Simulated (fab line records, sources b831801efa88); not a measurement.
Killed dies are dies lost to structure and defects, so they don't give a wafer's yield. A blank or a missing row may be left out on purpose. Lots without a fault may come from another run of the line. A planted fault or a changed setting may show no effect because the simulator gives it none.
fab line records | flow sky130
record lots=7 wafers=21 last_day=50
route steps=708 shown VIA3@575 PAD_OPEN@708
lots that met no fault: from a run of the same line without faults
start_h: hours from the record's first day to the start of the lot's first wafer shown | wait_h: hours since the lot's step before | " the same as in the row above | L1.1+2: a row that stands for several wafers | - no value, or no start given | * or withheld: withheld | < > ~ a bound
route shown NAME@n: a module of which the file shows steps, and the number in the route of the first | usual: mean/standard deviation of fault-free wafers | same: alike in all rows | chamber/n: place in a boat | sites: the reading at each site | _std_site: their standard deviation | _edge_site: outer sites' mean less inner sites' | radius_mm: how far each site lies from the wafer's centre | mask NAME#n: copy n | behind: the tool/chamber that last shaped the wafer | hold: why the lot was held/for how many hours/how that ended | device: the transistor (n, p or np) that didn't switch | end of line: the same wafers' tests at the end of the route | a step without rows: its recipe alone | killed: dies lost to structure and defects at the first sort, not the wafer's yield | map: a wafer's dies, x killed, . not, _ none there
set.NAME: the setting as run; set.NAME@STEP: as run at that earlier step | model.NAME: the simulator's own value behind a step, which no gauge read
lots at some steps of the route; a table a step, a row a wafer
services: from which hour (start_h, from the record's first day; less than 0 if before it) a tool's chamber was out of use, for how many hours, and why
## steps
# step SKY_VIA3_CMP_02
# recipe material=SiO2 down_force_psi=4 platen_rpm=60 pad_velocity_m_s=0.94248
# usual edge_zone_pressure_frac=1.001/0.0048 motor_current_A=12.1/1.1 slurry_flow_ml_min=150.0/0.49
# columns lot.wafer tool chamber start_h wait_h edge_zone_pressure_frac motor_current_A slurry_flow_ml_min
L112.4 cmp-02 2 945.11 0.0 1.001 14.2 150.6
L112.3 " 0 " " 1.005 12.8 148.7
L112.2 " 1 " " 1.006 10.9 150.3
L117.2 cmp-02 1 988.11 0.0 1.007 10.8 150.9
L117.4 " 2 " " 0.989 13.5 150.4
L117.6 " 1 " " 1.004 11.4 150.8
L122.2 cmp-01 1 1034.07 0.1 1.003 11.3 149.6
L122.1 " 2 " " 1.001 12.1 150.3
L122.5 " 0 " " 1.004 10.1 149.8
L121.2 cmp-01 1 1037.18 0.1 1.008 12.2 150.8
L121.4 " 3 " " 1.007 12.4 150.0
L121.6 " 1 " " 1.007 12.4 150.1
L124.1 cmp-02 1 1038.17 0.1 0.994 11.1 149.3
L124.5 " 0 " " 0.997 12.3 149.8
L124.6 " 1 " " 0.996 10.7 149.5
L129.3 cmp-02 3 1072.51 0.0 0.996 12.7 150.8
L129.2 " 1 " " 1.001 10.6 149.6
L129.4 " 2 " " 1.008 13.4 150.1
L130.2 cmp-02 0 1075.86 0.0 0.999 12.4 149.7
L130.3 " 3 " " 1.000 11.7 150.4
L130.5 " 0 " " 1.004 12.3 149.9
# step SKY_VIA3_BOW_MEAS_03
# recipe mode=bow
# usual VIA3_BOW=79/7.7
# columns lot.wafer tool chamber start_h wait_h VIA3_BOW[um]
L112.2 film_metro-03 - 945.43 0.1 77
L112.3 " - " " 84
L112.4 " - " " 81
L117.2 film_metro-02 - 988.43 0.3 78
L117.4 " - " " 69
L117.6 " - " " 72
L122.1 film_metro-03 - 1034.27 0.1 66
L122.2 " - " " 85
L122.5 " - " " 74
L121.2 film_metro-03 - 1037.45 0.2 91
L121.4 " - " " 94
L121.6 " - " " 85
L124.1 film_metro-04 - 1038.42 0.2 82
L124.5 " - " " 71
L124.6 " - " " 85
L129.2 film_metro-02 - 1072.83 0.2 84
L129.3 " - " " 76
L129.4 " - " " 74
L130.2 film_metro-03 - 1076.18 0.3 73
L130.3 " - " " 83
L130.5 " - " " 71
# step SKY_VIA3_DEHYDRATE_04
# recipe temp_c=200 time_s=60
# step SKY_VIA3_HMDS_05
# recipe prime_time_s=60 prime_temp_c=120
# step SKY_VIA3_COAT_06
# recipe resist=BARC temp_c=withheld time_s=withheld spin_rpm=3000 resist_thk_nm=60
# step SKY_VIA3_COAT_07
# recipe resist=KrF-thick spin_rpm=3000 resist_thk_nm=450
# step SKY_VIA3_SOFTBAKE_08
# recipe temp_c=100 time_s=90 resist=KrF-thick
# step SKY_VIA3_EXPOSE_09
# recipe mask_id=VIM3 na=0.8 source_shape=annular sigma_inner=0.55 sigma_outer=0.85 target_cd_nm=200 dose_mj=38
# step SKY_VIA3_PEB_10
# recipe peb_temp_c=withheld peb_time_s=withheld resist=KrF-thick
# step SKY_VIA3_DEVELOP_11
# recipe develop_time_s=60 resist=KrF-thick dev_temp_c=21
# step SKY_VIA3_CD_MEAS_12
# recipe target_cd_nm=200
# usual cd_nm=200.0/1.4
# columns lot.wafer tool chamber start_h wait_h cd_nm
L112.2 cd_sem-02 - 969.84 - 197.7
L112.3 " - " " 197.8
L112.4 " - " " 198.4
L117.2 cd_sem-01 - 1012.28 - 202.6
L117.4 " - " " 201.2
L117.6 " - " " 201.3
L122.1 cd_sem-01 - 1056.52 - 197.4
L122.2 " - " " 200.7
L122.5 " - " " 198.2
L121.2 cd_sem-02 - 1059.02 - 200.9
L121.4 " - " " 199.2
L121.6 " - " " 198.8
L124.1 cd_sem-02 - 1060.95 - 201.1
L124.5 " - " " 201.1
L124.6 " - " " 201.0
L129.2 cd_sem-01 - 1092.72 - 200.8
L129.3 " - " " 200.4
L129.4 " - " " 199.8
L130.2 cd_sem-01 - 1096.84 - 201.8
L130.3 " - " " 200.7
L130.5 " - " " 201.3
# step SKY_VIA3_OVL_MEAS_13
# usual VIA3_OVL=-1/6.5
# columns lot.wafer tool chamber start_h wait_h VIA3_OVL[nm]
L112.2 overlay-01 - 969.95 0.1 5
L112.3 " - " " 6
L112.4 " - " " 7
L117.2 overlay-02 - 1012.39 0.1 3
L117.4 " - " " -4
L117.6 " - " " 2
L122.1 overlay-01 - 1056.64 0.1 -10
L122.2 " - " " 1
L122.5 " - " " -5
L121.2 overlay-01 - 1059.13 0.1 -3
L121.4 " - " " -7
L121.6 " - " " -11
L124.1 overlay-01 - 1061.07 0.1 -15
L124.5 " - " " -13
L124.6 " - " " -12
L129.2 overlay-01 - 1092.83 0.1 2
L129.3 " - " " 0
L129.4 " - " " -2
L130.2 overlay-02 - 1096.95 0.1 12
L130.3 " - " " 9
L130.5 " - " " 8
# step SKY_VIA3_ETCH_14
# recipe chemistry=N2/H2 target=BARC ion_energy_ev=200 source_w=500 bias_w=100 pressure_mtorr=30 n2_flow_sccm=100 h2_flow_sccm=200 stop_on=SiO2 time_s=45.9 target_depth_a=600
# usual bias_w=100.0/0.31 drypump_motor_current_A=5.8/0.47 oes_product_au=0.855/0.0047 throttle_valve_pct=13.225/0.0091
# columns lot.wafer tool chamber start_h wait_h bias_w drypump_motor_current_A oes_product_au rf_hours_counter_h throttle_valve_pct
L112.2 rie_diel-04 1 969.98 0.0 100.4 5.5 0.861 16 13.229
L112.3 " 2 " " 100.2 5.8 0.856 20 13.236
L112.4 " 3 " " 99.7 6.5 0.861 15 13.222
L117.2 rie_diel-01 3 1012.42 0.0 100.0 6.4 0.858 15 13.222
L117.4 " 0 " " 99.5 5.4 0.858 6 13.233
L117.6 " 3 " " 100.0 6.4 0.852 - 13.232
L122.1 rie_diel-01 0 1056.68 0.0 102.6 5.4 0.858 7 13.235
L122.2 " 2 " " 102.4 6.2 0.857 14 13.217
L122.5 " 0 " " 102.7 5.4 0.857 - 13.207
L121.2 rie_diel-01 1 1059.16 0.0 102.7 4.9 0.856 24 13.214
L121.4 " 0 " " 102.7 5.4 0.858 7 13.233
L121.6 " 0 " " 102.7 5.4 0.846 - 13.237
L124.1 rie_diel-01 2 1061.11 0.0 102.7 6.2 0.860 15 13.237
L124.5 " 0 " " 102.9 5.4 0.859 - 13.218
L124.6 " 3 " " 101.7 6.5 0.855 - 13.220
L129.2 rie_diel-02 1 1092.86 0.0 100.0 6.3 0.854 23 13.232
L129.3 " 3 " " 99.8 5.9 0.856 19 13.221
L129.4 " 2 " " 100.2 5.6 0.855 5 13.216
L130.2 rie_diel-04 0 1096.98 0.0 100.1 6.0 0.854 15 13.225
L130.3 " 2 " " 100.2 5.8 0.849 24 13.225
L130.5 " 1 " " 99.8 5.5 0.862 - 13.231
# step SKY_VIA3_ETCH_15
# recipe target=SiO2 chemistry=C4F8/O2/Ar target_depth_nm=507 stop_on=TiN mask_material=KrF-thick source_w=1500 bias_w=1200 pressure_mtorr=40 c4f8_flow_sccm=withheld O2_flow_sccm=6 Ar_flow_sccm=300 time_s=78
# usual bias_w=1200/3.5 oes_product_au=0.946/0.005
# columns lot.wafer tool chamber start_h wait_h bias_w oes_product_au rf_hours_counter_h
L112.2 rie_diel-04 1 970.02 0.0 1204 0.939 16
L112.3 " 2 " " 1199 0.946 20
L112.4 " 3 " " 1195 0.952 15
L117.2 rie_diel-01 3 1012.46 0.0 1199 0.951 15
L117.4 " 0 " " 1196 0.941 6
L117.6 " 3 " " 1196 0.952 -
L122.1 rie_diel-01 0 1056.72 0.0 1203 0.949 7
L122.2 " 2 " " 1200 0.947 14
L122.5 " 0 " " 1197 0.954 -
L121.2 rie_diel-01 1 1059.20 0.0 1199 0.946 24
L121.4 " 0 " " 1200 0.946 7
L121.6 " 0 " " 1199 0.946 -
L124.1 rie_diel-01 2 1061.15 0.0 1197 0.937 15
L124.5 " 0 " " 1195 0.942 -
L124.6 " 3 " " 1195 0.943 -
L129.2 rie_diel-02 1 1092.90 0.0 1198 0.954 23
L129.3 " 3 " " 1195 0.941 19
L129.4 " 2 " " 1193 0.945 5
L130.2 rie_diel-04 0 1097.02 0.0 1204 0.949 15
L130.3 " 2 " " 1201 0.948 24
L130.5 " 1 " " 1201 0.943 -
# step SKY_PAD_OPEN_PROBE_99
# usual defect_limited_yield=82.5/1.8 killed_at_M0_to_M3=43/6.6 killed_at_M4_up=3.2/1.8 killed_at_contacts=24/5 killed_at_front_end=15/4.5 killed_at_other=0.2/0.46 killed_dies=86/8.8 killed_open=48/6.6 killed_short=38/6.1 sort_bin_3_pad_short=0.8/0.42 sort_bin_5_function=10.4/1.4 sort_bin_6_memory=6.3/1 sort_n_pass=406/8.8 sort_yield_pct=82.5/1.8
# same gross_dies=492 killed_at_back_side=0 sort_bin_4_leakage[%]=0 sort_bin_8_speed[%]=0
# columns lot.wafer tool chamber start_h wait_h defect_limited_yield[%] killed_at_M0_to_M3 killed_at_M4_up killed_at_contacts killed_at_front_end killed_at_other killed_dies killed_open killed_short sort_bin_3_pad_short[%] sort_bin_5_function[%] sort_bin_6_memory[%] sort_n_pass sort_yield_pct[%]
L117.2 prober-01 - 1146.44 0.1 83.5 44 5 25 7 0 81 47 34 1.2 10.4 4.9 411 83.5
L117.4 prober-01 - 1146.54 0.2 84.6 43 4 21 8 0 76 45 31 0.6 9.8 5.1 416 84.6
L117.6 prober-01 - 1146.64 0.2 81.7 42 5 25 18 0 90 50 40 0.2 11.6 6.5 402 81.7
L122.1 prober-01 - 1181.58 0.1 83.9 44 1 17 17 0 79 39 40 0.8 7.7 7.5 413 83.9
L122.2 prober-01 - 1181.63 0.1 84.6 32 3 31 9 1 76 40 36 0.8 9.6 5.1 416 84.6
L122.5 prober-01 - 1181.78 0.2 82.3 44 3 24 16 0 87 47 40 0.2 12.0 5.5 405 82.3
L121.2 prober-01 - 1183.31 0.1 82.5 40 1 30 15 0 86 53 33 0.4 10.4 6.7 406 82.5
L121.4 prober-01 - 1183.41 0.2 81.9 43 5 26 15 0 89 50 39 1.4 10.0 6.7 403 81.9
L121.6 prober-01 - 1183.51 0.2 79.3 47 5 38 12 0 102 59 43 1.2 12.2 7.3 390 79.3
L124.1 prober-02 - 1184.81 0.1 81.5 40 2 36 13 0 91 56 35 0.6 10.6 7.3 401 81.5
L124.5 prober-02 - 1185.01 0.2 85.4 39 0 24 9 0 72 44 28 0.8 8.5 5.3 420 85.4
L124.6 prober-02 - 1185.06 0.2 82.5 39 3 25 19 0 86 50 36 1.0 11.4 5.1 406 82.5
L129.2 prober-01 - 1208.88 0.1 82.9 40 5 20 19 0 84 43 41 1.0 10.6 5.5 408 82.9
L129.3 prober-01 - 1208.93 0.2 82.7 50 6 22 6 1 85 39 46 1.2 10.0 6.1 407 82.7
L129.4 prober-01 - 1208.98 0.2 81.5 46 4 28 13 0 91 47 44 0.6 10.2 7.7 401 81.5
# killed by level:class
L117.2 VIA1:geometric_particle:open=10 VIA3:geometric_particle:open=10 CONTACT:geometric_particle:open=8 METAL1:geometric_particle:short=7 CONTACT:geometric_particle:short=5 LI_CONTACT:geometric_particle:open=5 LOCAL_INTERCONNECT:geometric_particle:short=5 FIELD_ISO:geometric_particle:open=4
L117.4 CONTACT:geometric_particle:open=12 VIA1:geometric_particle:open=9 VIA1:geometric_particle:short=7 VIA2:geometric_particle:open=6 FIELD_ISO:geometric_particle:short=4 VIA3:geometric_particle:open=4 LI_CONTACT:geometric_particle:open=3 LI_CONTACT:geometric_particle:short=3
L117.6 VIA1:geometric_particle:open=10 CONTACT:geometric_particle:open=8 LI_CONTACT:geometric_particle:open=7 FIELD_ISO:geometric_particle:open=7 LOCAL_INTERCONNECT:geometric_particle:short=6 VIA1:geometric_particle:short=5 METAL2:geometric_particle:short=5 VIA2:geometric_particle:open=5
L122.1 CONTACT:geometric_particle:open=9 METAL1:geometric_particle:short=8 METAL2:geometric_particle:short=8 VIA1:geometric_particle:open=6 VIA2:geometric_particle:open=6 FIELD_ISO:geometric_particle:open=4 VIA1:geometric_particle:short=4 METAL3:geometric_particle:short=4
L122.2 CONTACT:geometric_particle:open=9 VIA1:geometric_particle:open=9 LOCAL_INTERCONNECT:geometric_particle:short=6 METAL1:geometric_particle:short=6 LI_CONTACT:geometric_particle:short=5 CONTACT:geometric_particle:short=5 METAL2:geometric_particle:short=5 VIA3:geometric_particle:open=5
L122.5 METAL2:geometric_particle:short=12 VIA2:geometric_particle:open=8 CONTACT:geometric_particle:open=7 LI_CONTACT:geometric_particle:open=6 CONTACT:geometric_particle:short=6 VIA3:geometric_particle:open=6 FIELD_ISO:geometric_particle:open=5 VIA1:geometric_particle:open=5
L121.2 CONTACT:geometric_particle:open=15 VIA1:geometric_particle:open=10 CONTACT:geometric_particle:short=7 FIELD_ISO:geometric_particle:open=6 VIA3:geometric_particle:short=6 VIA3:geometric_particle:open=6 LI_CONTACT:geometric_particle:open=5 VIA2:geometric_particle:open=5
L121.4 VIA1:geometric_particle:open=13 CONTACT:geometric_particle:open=11 VIA2:geometric_particle:open=7 LI_CONTACT:geometric_particle:open=6 POLY_GATE:geometric_particle:short=5 METAL2:geometric_particle:short=5 METAL3:geometric_particle:short=5 FIELD_ISO:geometric_particle:short=4
L121.6 CONTACT:geometric_particle:open=17 LI_CONTACT:geometric_particle:open=11 METAL1:geometric_particle:short=8 CONTACT:geometric_particle:short=7 METAL2:geometric_particle:short=7 VIA2:geometric_particle:open=7 VIA3:geometric_particle:open=7 VIA1:geometric_particle:open=6
L124.1 CONTACT:geometric_particle:open=16 VIA3:geometric_particle:open=11 LI_CONTACT:geometric_particle:open=9 VIA1:geometric_particle:open=6 METAL2:geometric_particle:short=5 LI_CONTACT:geometric_particle:short=4 CONTACT:geometric_particle:short=4 LOCAL_INTERCONNECT:geometric_particle:short=3
L124.5 VIA1:geometric_particle:open=15 CONTACT:geometric_particle:open=8 LI_CONTACT:geometric_particle:open=7 CONTACT:geometric_particle:short=5 METAL1:geometric_particle:open=5 VIA1:geometric_particle:short=4 METAL2:geometric_particle:short=4 FIELD_ISO:geometric_particle:short=3
L124.6 VIA1:geometric_particle:open=12 CONTACT:geometric_particle:open=9 CONTACT:geometric_particle:short=7 LI_CONTACT:geometric_particle:open=6 VIA3:geometric_particle:open=5 FIELD_ISO:geometric_particle:open=4 POLY_GATE:geometric_particle:short=4 METAL2:geometric_particle:open=4
L129.2 CONTACT:geometric_particle:open=11 POLY_GATE:geometric_particle:open=6 METAL1:geometric_particle:short=6 VIA1:geometric_particle:short=6 VIA3:geometric_particle:open=6 VIA2:geometric_particle:open=5 FIELD_ISO:geometric_particle:open=4 VIA2:geometric_particle:short=4
L129.3 VIA1:geometric_particle:open=16 METAL1:geometric_particle:short=10 LOCAL_INTERCONNECT:geometric_particle:short=7 METAL2:geometric_particle:short=6 METAL4:geometric_particle:short=6 LI_CONTACT:geometric_particle:open=5 LI_CONTACT:geometric_particle:short=4 CONTACT:geometric_particle:short=4
L129.4 CONTACT:geometric_particle:open=10 VIA3:geometric_particle:open=9 VIA2:geometric_particle:open=8 METAL1:geometric_particle:short=7 LI_CONTACT:geometric_particle:open=6 CONTACT:geometric_particle:short=5 VIA1:geometric_particle:open=5 FIELD_ISO:geometric_particle:short=4
## services
# columns tool chamber start_h hours kind
rie_diel-04 - 924.58 14.6 pm
rie_diel-04 1 942.26 2.4 repair
rie_diel-01 0 943.99 6.9 repair
rie_diel-02 2 950.12 - clean
rie_diel-02 2 950.12 - consumable_replace:showerhead
rie_diel-02 2 950.12 18.0 scheduled_down
rie_diel-02 2 950.12 18.0 vent_cycle
cmp-01 - 957.95 0.8 repair
rie_diel-04 2 960.06 7.6 repair
rie_diel-01 - 971.53 2.8 pm
cmp-02 - 999.03 0.2 repair
cmp-01 - 1007.05 5.3 pm
rie_diel-02 - 1016.33 2.8 pm
cmp-02 - 1017.22 0.7 repair
rie_diel-01 3 1032.83 9.1 repair
rie_diel-01 - 1034.31 6.4 repair
rie_diel-02 3 1081.34 4.4 repair
cmp-01 - 1084.31 4.0 pm
cmp-01 - 1088.31 - consumable_replace:conditioner
cmp-01 - 1088.31 - consumable_replace:pad
cmp-01 - 1096.70 1.3 repair
## key
first_sign step=SKY_VIA3_ETCH_14 reading=bias_w direction=up sigmas=8.3 usual=100.0 struck=102.6
effect none on later readings
met_at SKY_VIA3_ETCH_14
struck_wafers L121.2,L121.4,L121.6,L122.1,L122.2,L122.5,L124.1,L124.5,L124.6
onset_between 1012.42 1056.68
fault kind=process_parameter_drift tool=rie_diel-01 chamber=- onset_h=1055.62 steps=SKY_VIA3_ETCH_14 channel=bias_w offset=2.6858 shape=step end_h=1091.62 acts_in=these_recipes_only stated=100
